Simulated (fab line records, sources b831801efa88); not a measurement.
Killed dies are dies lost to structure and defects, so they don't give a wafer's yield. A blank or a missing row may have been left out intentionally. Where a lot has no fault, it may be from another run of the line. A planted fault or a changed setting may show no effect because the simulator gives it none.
Which of the tools did it? -- flow sky130 -- Sampling: 13 lots, 39 wafers, 5 of 708 route steps

WHAT EACH GAUGE READ, for each wafer
SKY_VT_ADJUST_HVTR_CD_MEAS_07 targets a cd of 380 nm.
lot,measured,on,cd nm (nm)
L762,day 9 17:45,cd sem-02,380.5 375.2 377.9
L765,day 10 16:52,cd sem-02,379.8 379.1 378.9
L766,day 10 23:56,cd sem-02,375.1 376.1 376.4
L767,day 11 04:01,cd sem-01,381.0 381.0 380.9
L768,day 11 19:58,cd sem-02,377.9 380.1 377.8
L769,day 11 22:15,cd sem-02,375.6 377.5 378.4
L772,day 12 17:16,cd sem-02,376.8 380.1 379.1
L773,day 13 00:36,cd sem-02,381.1 381.3 383.3
L776,day 14 01:02,cd sem-02,376.6 377.0 377.3
L777,day 14 13:05,cd sem-02,381.1 381.0 383.0
L779,day 14 18:32,cd sem-01,382.6 378.1 380.5
L783,day 16 10:42,cd sem-02,377.5 378.2 377.0
L784,day 16 14:53,cd sem-01,377.0 379.7 378.5

SKY_VT_ADJUST_HVTR_OVL_MEAS_08.
lot,measured,on,VT_ADJUST_HVTR_OVL (nm)
L762,day 9 17:52,overlay-01,1.9 3.7 1.7
L765,day 10 16:58,overlay-02,2.1 1.3 1.2
L766,day 11 00:03,overlay-01,1.6 -0.4 0.9
L767,day 11 04:07,overlay-01,-0.1 1.3 1.1
L768,day 11 20:04,overlay-01,0.0 1.0 0.4
L769,day 11 22:22,overlay-02,-0.2 -2.1 1.3
L772,day 12 17:22,overlay-02,-1.8 0.7 -0.7
L773,day 13 00:41,overlay-01,-0.8 0.2 -1.5
L776,day 14 01:09,overlay-02,-1.0 -1.9 -2.1
L777,day 14 13:12,overlay-01,-1.0 -0.6 1.0
L779,day 14 18:37,overlay-01,-2.2 -1.6 -1.5
L783,day 16 10:49,overlay-01,2.6 1.7 1.2
L784,day 16 15:01,overlay-02,1.5 1.8 0.4

SKY_SONOS_TUNNEL_TW_MEAS_12.
lot,measured,on,SONOS_TUNNEL_TW
L762,day 11 14:37,film metro-04,199.3 199.7 199.2
L765,day 12 16:55,film metro-04,198.6 197.1 198.0
L766,day 13 00:50,film metro-04,200.0 199.6 198.0
L767,day 13 06:04,film metro-01,198.4 197.7 196.6
L768,day 13 22:13,film metro-01,197.6 198.2 198.5
L769,day 14 01:54,film metro-04,197.6 198.3 198.5
L772,day 14 22:26,film metro-04,199.8 198.7 199.4
L773,day 15 05:35,film metro-04,199.1 198.3 197.5
L776,day 16 07:15,film metro-04,199.3 198.7 199.2
L777,day 16 20:51,film metro-03,197.6 198.1 197.4
L779,day 17 03:02,film metro-01,198.3 197.9 197.8
L783,day 18 21:51,film metro-01,198.0 197.5 197.8
L784,day 19 02:08,film metro-04,197.2 197.1 197.7

SKY_GATE_OXIDE_THK_MEAS_02.
lot,measured,on,GATE_OXIDE_OXIDATION_00_THK (nm)
L762,day 13 01:26,film metro-04,10.47 10.45 10.52
L765,day 14 02:06,film metro-01,10.19 10.11 10.17
L766,day 14 10:58,film metro-04,10.28 10.34 10.23
L767,day 14 16:16,film metro-01,10.19 10.24 10.38
L768,day 15 08:47,film metro-02,10.31 10.34 10.33
L769,day 15 11:47,film metro-02,10.16 10.22 10.44
L772,day 16 09:28,film metro-02,10.28 10.20 10.17
L773,day 16 18:43,film metro-04,10.30 10.17 10.18
L776,day 17 20:31,film metro-02,9.33 9.38 9.32 9.28 9.32 9.28
L777,day 18 12:55,film metro-01,10.53 10.48 10.29
L779,day 18 18:20,film metro-04,9.47 9.64 9.49 9.48 9.64 9.48
L783,day 20 15:38,film metro-02,10.19 10.22 10.08
L784,day 20 17:34,film metro-01,10.36 10.15 10.46

WHICH TOOL RAN EACH LOT (tool, then ch and the chambers of the sampled wafers, then the start)
lot,SKY_GATE_OXIDE_OXIDATION_01
L762,"furnace-01 ch 0, day 13 00:02"
L765,"furnace-01 ch 0, day 14 00:40"
L766,"furnace-02 ch 0, day 14 09:33"
L767,"furnace-01 ch 0, day 14 14:50"
L768,"furnace-01 ch 0, day 15 07:22"
L769,"furnace-01 ch 0, day 15 10:22"
L772,"furnace-02 ch 0, day 16 08:02"
L773,"furnace-01 ch 0, day 16 17:17"
L776,"furnace-01 ch 0, day 17 19:06"
L777,"furnace-02 ch 0, day 18 11:31"
L779,"furnace-01 ch 0, day 18 16:54"
L783,"furnace-02 ch 0, day 20 14:13"
L784,"furnace-02 ch 0, day 20 16:09"
- SKY_GATE_OXIDE_OXIDATION_01: stabilise 600 s, purge 300 s, target thk 10.268 nm.

AS READ BY THE TOOLS THEMSELVES (means over the sampled wafers that have a number; for cases with no such wafer, the mark the record gives instead)
SKY_GATE_OXIDE_OXIDATION_01.
lot,tool,spike tc top C (C),tube center temp C (C),zone power centre pct (%),zone power upper pct (%)
L762,furnace-01,908.8,899.96,17.7,16.4
L765,furnace-01,908.8,899.95,17.6,16.5
L766,furnace-02,909.4,900.11,22.7,20.4
L767,furnace-01,909.1,899.96,17.7,16.5
L768,furnace-01,908.6,899.99,17.6,16.4
L769,furnace-01,909.5,899.98,17.5,16.4
L772,furnace-02,910.0,899.94,22.9,20.3
L773,furnace-01,909.1,899.97,17.6,16.6
L776,furnace-01,908.8,900.06,17.6,16.5
L777,furnace-02,909.1,900.01,22.9,20.4
L779,furnace-01,908.3,900.02,17.5,16.4
L783,furnace-02,909.6,899.91,22.8,20.4
L784,furnace-02,908.6,900.03,22.7,20.4

THE ANSWER, worked out from the rows above alone
Rule: usual is defined by the lots themselves. Put in order of their means at a reading, lots are off if they are a third of the lots or fewer, leave a main group of 4 or more, and stand apart from it by a gap of 3 or more times the standard deviation of the main group's means; of several such gaps the widest counts. The tables above print the reading to a certain number of digits; a main group whose means all agree to those digits is not used. Also off: a lot with no number at a reading for which 4 or more lots have one. The other lots that the step has rows for count as sound. Order of review: gauges by route order, followed by the tools' own readings, for which a lot's mean as printed above is used. The first step at which some lot is off is used, and at that step the reading that is off furthest; a lot without a number counts as furthest.
Off: L776, L779, at SKY_GATE_OXIDE_THK_MEAS_02 (GATE_OXIDE_OXIDATION_00_THK). Main group: mean 10.29 nm, sd 0.097.
If a tool, at a process step before that reading, ran all the lots that are off and no sound lot after the first of them, it fits. Gauges at SKY_GATE_OXIDE_THK_MEAS_02: tried the same way as those tools. One fits: SKY_GATE_OXIDE_OXIDATION_01 on furnace-01. Its last sound lot is L773 (day 16 17:17), its first lot that is off L776 (day 17 19:06): a fault that began between those two fits.

WHAT HAD BEEN PUT IN BY THE SIMULATOR
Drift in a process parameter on furnace-01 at SKY_GATE_OXIDE_OXIDATION_01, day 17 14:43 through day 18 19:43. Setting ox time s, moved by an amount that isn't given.
Lots struck among those shown: L776, L779. The same result came from the rule above.
